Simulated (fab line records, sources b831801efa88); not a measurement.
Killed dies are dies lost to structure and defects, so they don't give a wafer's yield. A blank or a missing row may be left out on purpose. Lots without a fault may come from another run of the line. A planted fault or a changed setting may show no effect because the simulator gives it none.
Chamber matching | flow gf180mcu | GF_STI_ETCH_13 on rie_diel-03: 4 sister chambers
The step etches the open film in CHF3/O2, stops on Si, target depth 282.31 nm, time 112.9 s. 14 wafers are shown with their chamber, then 7 later ones without.

WAFERS WITH THEIR CHAMBER
wafer  | chamber | drypump_motor_current_A (A) | throttle_valve_pct (%) | oes_product_au (a.u.)
L368.1 | 1       | 5.0                         | 8.809                  | 0.826
L368.2 | 3       | 5.4                         | 8.796                  | 0.819
L368.4 | 0       | 5.3                         | 8.808                  | 0.822
L369.1 | 2       | 5.2                         | 8.810                  | 0.834
L369.4 | 0       | 5.2                         | 8.813                  | 0.824
L369.6 | 0       | 5.2                         | 8.809                  | 0.830
L372.2 | 1       | 5.1                         | 8.805                  | 0.830
L372.4 | 3       | 5.4                         | 8.814                  | 0.828
L372.5 | 2       | 5.3                         | 8.804                  | 0.821
L386.1 | 3       | 5.4                         | 8.809                  | 0.827
L386.2 | 0       | 5.3                         | 8.808                  | 0.825
L386.3 | 1       | 5.1                         | 8.790                  | 0.824
L387.1 | 0       | 5.3                         | 8.788                  | 0.836
L387.2 | 2       | 5.3                         | 8.823                  | 0.835

SIGNATURES (means of the wafers above)
reading                 | chamber 0 | chamber 1 | chamber 2 | chamber 3 | scatter within a chamber
drypump_motor_current_A | 5.260     | 5.067     | 5.267     | 5.400     | 0.0503
throttle_valve_pct      | 8.80520   | 8.80133   | 8.81233   | 8.80633   | 0.00974
oes_product_au          | 0.82740   | 0.82667   | 0.83000   | 0.82467   | 0.00563
Rule: a wafer's distance from a chamber is the root of the sum, over the readings, of the square of ((its reading less the chamber's mean) divided by the reading's scatter). The wafer belongs to the nearest chamber; if the next one is less than 2 further off, it can't be placed. The scatter: the root of (the sum of the squares of (reading less its chamber's mean) over the shown wafers, divided by (wafers less chambers)).

WAFERS WITHOUT THEIR CHAMBER
wafer  | drypump_motor_current_A (A) | throttle_valve_pct (%) | oes_product_au (a.u.)
L387.4 | 5.4                         | 8.803                  | 0.835
L389.1 | 5.3                         | 8.798                  | 0.834
L389.2 | 5.1                         | 8.809                  | 0.834
L389.6 | 5.2                         | 8.803                  | 0.831
L391.1 | 5.1                         | 8.799                  | 0.833
L391.3 | 5.3                         | 8.810                  | 0.833
L391.4 | 5.4                         | 8.818                  | 0.842

WHICH CHAMBER EACH WENT THROUGH
wafer  | from the rows above          | in truth
L387.4 | can't be placed: 3 or 2 or 0 | 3
L389.1 | can't be placed: 0 or 2 or 3 | 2
L389.2 | can't be placed: 1 or 2 or 0 | 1
L389.6 | can't be placed: 0 or 2 or 1 | 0
L391.1 | 1                            | 1
L391.3 | can't be placed: 2 or 0 or 3 | 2
L391.4 | can't be placed: 3 or 2 or 0 | 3
Placed correctly: 1 of 7. Can't be placed from these rows: 6 (the true chamber is among the candidates in 6). Placed wrongly: 0.
